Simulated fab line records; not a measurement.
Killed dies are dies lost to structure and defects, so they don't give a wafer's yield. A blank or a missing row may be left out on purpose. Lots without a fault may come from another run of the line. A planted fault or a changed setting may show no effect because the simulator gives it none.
8D (eight disciplines) problem report, filled in by code	flow gf180mcu	the parts of the form that need people (team, actions taken, sign-off) are left out

== 1. THE PROBLEM ==
Mean LVPWELL_TW at GF_LVPWELL_TW_MEAS_11: 524.9 over 6 wafers in 2 lots; fault-free wafers: 553.8, standard deviation 3. That is -9.6 standard deviations from the usual mean.
Seen first at day 6 18:12 on film_metro-01, wafer L847.1. Wafers with a number at this step in the record: 36, from 12 lots. By rule, "out" or "out of limits" means more than 4 standard deviations away from the usual mean. The other wafers with a number count as sound.

== 2. WHAT IT IS AND WHAT IT IS NOT ==
question	is	is not
which readings at this step	LVPWELL_TW	-
which lots	L847, L851	L835, L836, L837, L838, L843, L844, L852, L853, L855, L857
which wafers of those lots	all that have a number	-
read on which gauges	film_metro-01, film_metro-04	film_metro-02
when	from day 6 18:12	up to then (18 sound wafers); but 12 sound wafers of L852, L853, L855, L857 came after

== 3. SUSPECTS, AND WHAT RULES EACH OUT ==
Counting: any tool at a process step up to the reading is kept as a suspect provided that every lot that is out went through it and no sound lot did after the first of them.
- ruled out: the gauge at GF_LVPWELL_TW_MEAS_11. The wafers that are out were read on 2 gauges (film_metro-01, film_metro-04).
- implanter-01 at GF_LVPWELL_IMPLANT_09: kept. It processed each lot that is out, first L847 at day 6 17:57, and no sound lot thereafter; up to then, the last sound lot it processed was L844 at day 5 22:17. Its own dose_ions_cm2, faraday_current_uA readings are out on those wafers.
- plasma_asher-01 at GF_LVPWELL_STRIP_10 (strips in O2/N2): ruled out as a lasting fault. Following L847 (day 6 18:06), the first lot on it that is out, the sound lots L857 were run on it.
Left after counting: implanter-01 at GF_LVPWELL_IMPLANT_09.

== 4. THE CAUSE (what the simulator had put in) ==
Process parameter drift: implanter-01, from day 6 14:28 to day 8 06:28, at GF_LVPWELL_IMPLANT_09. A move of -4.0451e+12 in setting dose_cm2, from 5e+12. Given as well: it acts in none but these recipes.
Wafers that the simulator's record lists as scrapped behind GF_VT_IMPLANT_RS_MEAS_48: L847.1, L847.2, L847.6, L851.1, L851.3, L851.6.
Counting left only this tool.

== 5. THE CHAIN OF EFFECTS, in route order ==
Each row: a reading whose mean over the struck wafers that have a number lies more than 3 standard deviations from the usual. Only readings for which the record gives a usual standard deviation are gone through. hours: the time from each lot's start at the first step in this table that gives one to its start at this step, as a median over the lots. sigmas: the change in usual standard deviations.
hours	step	reading	usual	on struck wafers	change	sigmas
0	GF_LVPWELL_IMPLANT_09	dose_ions_cm2	4.999e+12	9.530e+11	-4.046e+12	-99 or more
0	GF_LVPWELL_IMPLANT_09	faraday_current_uA	28.2	5.4	-22.8	-42
0	GF_LVPWELL_TW_MEAS_11	LVPWELL_TW	553.8	524.9	-28.9	-9.6
104	GF_VT_IMPLANT_RS_MEAS_48	LVPWELL_RS	1196 ohm/sq	1444	+248	+71
Its process steps:
- GF_LVPWELL_IMPLANT_09

== 6. HOW IT WOULD HAVE BEEN CAUGHT EARLIER ==
The first out-of-limits reading at a measuring or inspecting step in this record came at day 6 18:12, 4 hours after the fault's start at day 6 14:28.
The tool's own readings at GF_LVPWELL_IMPLANT_09 were out on every struck wafer that the step has a row for (dose_ions_cm2, faraday_current_uA): an alarm limit on them would have fired on the first of those.
Among the 2 lots that are out, L851 began GF_LVPWELL_IMPLANT_09 on implanter-01 after day 6 18:12. Had the tool been put on hold then, it would have been spared.
